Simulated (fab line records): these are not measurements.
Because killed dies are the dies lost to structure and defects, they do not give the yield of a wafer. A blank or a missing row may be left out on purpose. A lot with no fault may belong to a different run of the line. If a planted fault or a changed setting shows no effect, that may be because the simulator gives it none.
The tool behind it: which one? / flow sky130 / 6 lots with 18 wafers sampled at 2 steps, on a route of 708 steps

## WHAT THE GAUGES SHOWED, per wafer
SKY_VT_ADJUST_LVTN_OVL_MEAS_07.
lot=L661; measured=day 7 22:55; on=overlay-02; VT_ADJUST_LVTN_OVL (nm)=1.7 1.8 1.5
lot=L665; measured=day 8 13:38; on=overlay-02; VT_ADJUST_LVTN_OVL (nm)=321.4 321.2 322.2
lot=L667; measured=day 9 04:38; on=overlay-01; VT_ADJUST_LVTN_OVL (nm)=319.3 319.4 318.2
lot=L674; measured=day 11 04:05; on=overlay-01; VT_ADJUST_LVTN_OVL (nm)=-0.3 -0.6 -0.6
lot=L676; measured=day 11 11:52; on=overlay-02; VT_ADJUST_LVTN_OVL (nm)=-0.3 -0.6 -0.2
lot=L679; measured=day 12 02:37; on=overlay-02; VT_ADJUST_LVTN_OVL (nm)=-2.7 0.0 -0.4

## EACH LOT AND THE TOOL THAT RAN IT (in order: tool; ch and the chambers of the sampled wafers; start)
lot=L661; SKY_VT_ADJUST_LVTN_EXPOSE_04=iline_stepper-02 ch 0, day 7 12:55
lot=L665; SKY_VT_ADJUST_LVTN_EXPOSE_04=iline_stepper-02 ch 0, day 8 03:37
lot=L667; SKY_VT_ADJUST_LVTN_EXPOSE_04=iline_stepper-02 ch 0, day 8 18:00
lot=L674; SKY_VT_ADJUST_LVTN_EXPOSE_04=iline_stepper-01 ch 0, day 10 16:39
lot=L676; SKY_VT_ADJUST_LVTN_EXPOSE_04=iline_stepper-01 ch 0, day 11 00:15
lot=L679; SKY_VT_ADJUST_LVTN_EXPOSE_04=iline_stepper-01 ch 0, day 11 14:37
- SKY_VT_ADJUST_LVTN_EXPOSE_04: exposes mask NWM COMPLEMENT LESS NATIVE, target cd 840 nm.

## THE ANSWER, worked out from the rows above alone
Rule: what is usual is taken from the lots themselves. The widest of any qualifying gaps counts: lots, ordered by their means at a reading, are off when they make up no more than a third of the lots, leave a main group of 4 or more, and stand apart from it by 3 or more times the standard deviation of that group's means. Not used: any main group whose means are identical at the precision the tables above print for the reading. A lot without any number at a reading at which 4 lots or more have one is off too. Any other lot the step has rows for is counted as sound.
Off: L665, L667, at SKY_VT_ADJUST_LVTN_OVL_MEAS_07 (VT_ADJUST_LVTN_OVL). The main group: mean -0.1 nm, standard deviation 1.
A tool fits if, at a process step before that reading, it ran every lot that is off, and no sound lot after the first of them. The gauges at SKY_VT_ADJUST_LVTN_OVL_MEAS_07 are tried like those tools. One fits: SKY_VT_ADJUST_LVTN_EXPOSE_04 on iline_stepper-02. A fault onset in the window from L661 (day 7 12:55, its last sound lot) to L665 (day 8 03:37, its first lot off) fits.

## WHAT THE SIMULATOR PUT IN
Scanner matching overlay: iline_stepper-02, from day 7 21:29 on, at SKY_VT_ADJUST_LVTN_EXPOSE_04. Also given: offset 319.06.
Shown lots that were struck: L665, L667. The rule above found the same.
